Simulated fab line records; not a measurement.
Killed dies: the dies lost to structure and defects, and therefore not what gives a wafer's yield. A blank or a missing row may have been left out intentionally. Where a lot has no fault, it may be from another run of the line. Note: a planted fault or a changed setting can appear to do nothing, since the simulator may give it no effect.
Chamber matching | flow sky130 | SKY_FIELD_ISO_ETCH_15 on rie diel-02 has 4 sister chambers
The step etches the open film in CHF3/O2, stops on Si, target depth 180 nm, time 72 s. 4 wafers are shown with their chamber, then 12 later ones without.

== WAFERS WITH THEIR CHAMBER ==
wafer  | chamber | drypump motor current A (A)
L087.6 | 0       | 5.3
L088.1 | 1       | 5.9
L088.2 | 2       | 5.6
L088.3 | 3       | 5.2

== WAFERS WHOSE CHAMBER IS MISSING ==
wafer  | drypump motor current A (A)
L088.4 | 5.3
L088.5 | 5.5
L088.6 | 5.9
L093.2 | 5.4
L093.3 | 5.2
L093.5 | 5.3
L094.1 | 5.9
L094.2 | 5.3
L094.3 | 5.5
L094.4 | 5.2
L094.5 | 5.2
L094.6 | 5.3

== THE CHAMBER EACH PASSED THROUGH ==
wafer  | from the rows above          | in truth
L088.4 | can't be placed: 0 or 3      | 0
L088.5 | 2                            | 2
L088.6 | 1                            | 1
L093.2 | can't be placed: 0 or 2 or 3 | 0
L093.3 | can't be placed: 3 or 0      | 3
L093.5 | can't be placed: 0 or 3      | 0
L094.1 | 1                            | 1
L094.2 | can't be placed: 0 or 3      | 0
L094.3 | 2                            | 2
L094.4 | can't be placed: 3 or 0      | 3
L094.5 | can't be placed: 3 or 0      | 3
L094.6 | can't be placed: 0 or 3      | 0
Correctly placed: 4 of 12. These rows do not allow placing 8 (true chamber among the candidates in 8). Wrongly placed: 0.
How it was worked out, from the rows above alone: a wafer's distance from a chamber is the root of the sum, over the readings, of the square of ((its reading less the chamber's mean) divided by the reading's scatter). If the next closest chamber is less than 2 further off than the closest, the wafer can't be placed; otherwise it belongs to the closest. A chamber's mean is the mean of its shown wafers. The scatter (one wafer shown for each chamber): square how far every hidden wafer sits from the nearest shown wafer, average those squares and take the square root.
